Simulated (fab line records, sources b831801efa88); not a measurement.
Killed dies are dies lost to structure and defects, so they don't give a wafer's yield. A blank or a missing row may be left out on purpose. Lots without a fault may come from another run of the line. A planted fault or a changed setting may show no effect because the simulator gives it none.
Which tool did it? | flow gf180mcu | 13 lots, 39 wafers sampled, at 4 steps of a route of 602

WHAT THE GAUGES READ, wafer by wafer
GF_MIM_RS_MEAS_10: measures by four-point-probe. Usual: MIM_ALCU_RS 0.1604 ohm/sq, standard deviation 0.0018.
lot  | measured     | on            | MIM_ALCU_RS (ohm/sq) | flag
L860 | day 24 22:49 | film_metro-04 | 0.1593 0.1590 0.1608 |
L862 | day 25 18:31 | film_metro-04 | 0.1593 0.1616 0.1612 |
L863 | day 26 04:17 | film_metro-03 | 0.1618 0.1613 0.1597 |
L864 | day 26 12:59 | film_metro-04 | 0.1606 0.1591 0.1592 |
L867 | day 27 09:11 | film_metro-03 | 0.1610 0.1620 0.1609 |
L868 | day 28 05:26 | film_metro-03 | 0.1589 0.1587 0.1616 |
L869 | day 28 14:26 | film_metro-02 | 0.1602 0.1595 0.1614 |
L870 | day 28 15:45 | film_metro-03 | 0.1568 0.1577 0.1567 |
L872 | day 29 07:02 | film_metro-02 | 0.1613 0.1613 0.1632 |
L873 | day 29 15:19 | film_metro-04 | 0.1608 0.1609 0.1589 |
L874 | day 29 19:51 | film_metro-02 | 0.1600 0.1572 0.1580 |
L877 | day 30 07:42 | film_metro-02 | 0.1596 0.1575 0.1610 |
L878 | day 30 20:12 | film_metro-04 | 0.1593 0.1577 0.1572 |

GF_V5_THK_MEAS_25: measures by xrf. Usual: V5_W_THK 353 nm, standard deviation 5.4.
lot  | measured     | on            | V5_W_THK (nm) | flag
L860 | day 27 15:49 | film_metro-01 | 363 358 356   |
L862 | day 28 10:46 | film_metro-01 | 355 352 357   |
L863 | day 28 19:24 | film_metro-04 | 352 355 360   |
L864 | day 29 04:19 | film_metro-02 | 350 346 345   |
L867 | day 29 20:58 | film_metro-04 | 353 349 354   |
L868 | day 30 15:55 | film_metro-04 | 350 348 350   |
L869 | day 31 01:48 | film_metro-01 | 358 355 359   |
L870 | day 31 01:48 | film_metro-02 | 348 346 347   |
L872 | day 31 16:05 | film_metro-02 | 354 355 358   |
L873 | day 31 23:58 | film_metro-02 | 353 358 347   |
L874 | day 32 03:49 | film_metro-02 | 347 344 348   |
L877 | day 32 15:15 | film_metro-02 | 342 342 343   |
L878 | day 33 02:46 | film_metro-01 | 351 362 353   |

WHICH TOOL RAN EACH LOT (tool, then ch and the chambers of the sampled wafers, then the start)
lot  | GF_V4_CMP_26                  | GF_MIM_SPUTTER_01
L860 | cmp-01 ch 0,1,2, day 24 22:05 | pvd_sputter-04, day 24 22:29
L862 | cmp-01 ch 1,3, day 25 17:47   | pvd_sputter-04, day 25 18:11
L863 | cmp-01 ch 0,1,2, day 26 03:34 | pvd_sputter-04, day 26 03:58
L864 | cmp-01 ch 0,1,2, day 26 12:19 | pvd_sputter-04, day 26 12:40
L867 | cmp-01 ch 1,2, day 27 08:28   | pvd_sputter-04, day 27 08:52
L868 | cmp-02 ch 0,1,3, day 28 04:53 | pvd_sputter-04, day 28 05:08
L869 | cmp-02 ch 0,2,3, day 28 13:43 | pvd_sputter-04, day 28 14:07
L870 | cmp-01 ch 0,1,2, day 28 15:08 | pvd_sputter-03, day 28 15:23
L872 | cmp-01 ch 0,1,3, day 29 06:22 | pvd_sputter-03, day 29 06:43
L873 | cmp-02 ch 0,2,3, day 29 14:41 | pvd_sputter-03, day 29 14:59
L874 | cmp-02 ch 0,3, day 29 19:07   | pvd_sputter-03, day 29 19:31
L877 | cmp-02 ch 0,1,2, day 30 06:59 | pvd_sputter-03, day 30 07:23
L878 | cmp-01 ch 0,3, day 30 19:29   | pvd_sputter-03, day 30 19:53
- GF_V4_CMP_26: polishes, stops on SiO2, t overpolish 15 s, target thk 0 nm.
- GF_MIM_SPUTTER_01: material TiN, target thk 30 nm, time 25 s.

WHAT THE TOOLS THEMSELVES READ (means of the sampled wafers that have a number; where no wafer has one, the mark that the record gives instead)
GF_V4_CMP_26. Usual: motor_current_A 11.6 A, standard deviation 1; overpolish_run_s 15.000 s, standard deviation 0.0091; time_to_endpoint_s 85.2 s, standard deviation 2.9.
lot  | tool   | motor_current_A (A) | overpolish_run_s (s) | time_to_endpoint_s (s) | flag
L860 | cmp-01 | 10.4                | 15.002               | 84.5                   |
L862 | cmp-01 | 11.2                | 14.994               | 85.0                   |
L863 | cmp-01 | 10.3                | 14.993               | 81.7                   |
L864 | cmp-01 | 10.4                | 15.004               | 83.3                   |
L867 | cmp-01 | 10.5                | 15.007               | 84.6                   |
L868 | cmp-02 | 12.0                | 15.004               | 80.2                   |
L869 | cmp-02 | 12.4                | 15.002               | 82.5                   |
L870 | cmp-01 | 10.3                | 14.999               | 87.3                   |
L872 | cmp-01 | 11.0                | 14.998               | 91.5                   |
L873 | cmp-02 | 12.4                | 14.999               | 84.4                   |
L874 | cmp-02 | 12.7                | 14.995               | 83.5                   |
L877 | cmp-02 | 11.9                | 15.001               | 85.4                   |
L878 | cmp-01 | 10.8                | 14.999               | 87.5                   |

GF_MIM_SPUTTER_01. Usual: throttle_valve_pct 30.0 %, standard deviation 0.89.
lot  | tool           | throttle_valve_pct (%) | flag
L860 | pvd_sputter-04 | 29.6                   |
L862 | pvd_sputter-04 | 29.0                   |
L863 | pvd_sputter-04 | 29.6                   |
L864 | pvd_sputter-04 | 29.8                   |
L867 | pvd_sputter-04 | 29.7                   |
L868 | pvd_sputter-04 | 29.2                   |
L869 | pvd_sputter-04 | 30.2                   |
L870 | pvd_sputter-03 | 29.8                   |
L872 | pvd_sputter-03 | 30.0                   |
L873 | pvd_sputter-03 | 29.7                   |
L874 | pvd_sputter-03 | 29.5                   |
L877 | pvd_sputter-03 | 29.8                   |
L878 | pvd_sputter-03 | 29.9                   |

THE ANSWER, worked out from the rows above alone
Rule: a lot is off if the mean of its wafers that have a number lies more than 3 standard deviations from the usual mean. A lot without any number at a reading at which 4 lots or more have one is off too. The other lots that the step has rows for count as sound. The gauges are gone through in route order, then the tools' own readings, and for those a lot's mean is taken as printed above. The first step at which some lot is off is used, and at that step the reading that is off furthest; a lot without a number counts as furthest.
No lot is off at any reading shown: from this, nothing can be told.

WHAT THE SIMULATOR HAD PUT IN
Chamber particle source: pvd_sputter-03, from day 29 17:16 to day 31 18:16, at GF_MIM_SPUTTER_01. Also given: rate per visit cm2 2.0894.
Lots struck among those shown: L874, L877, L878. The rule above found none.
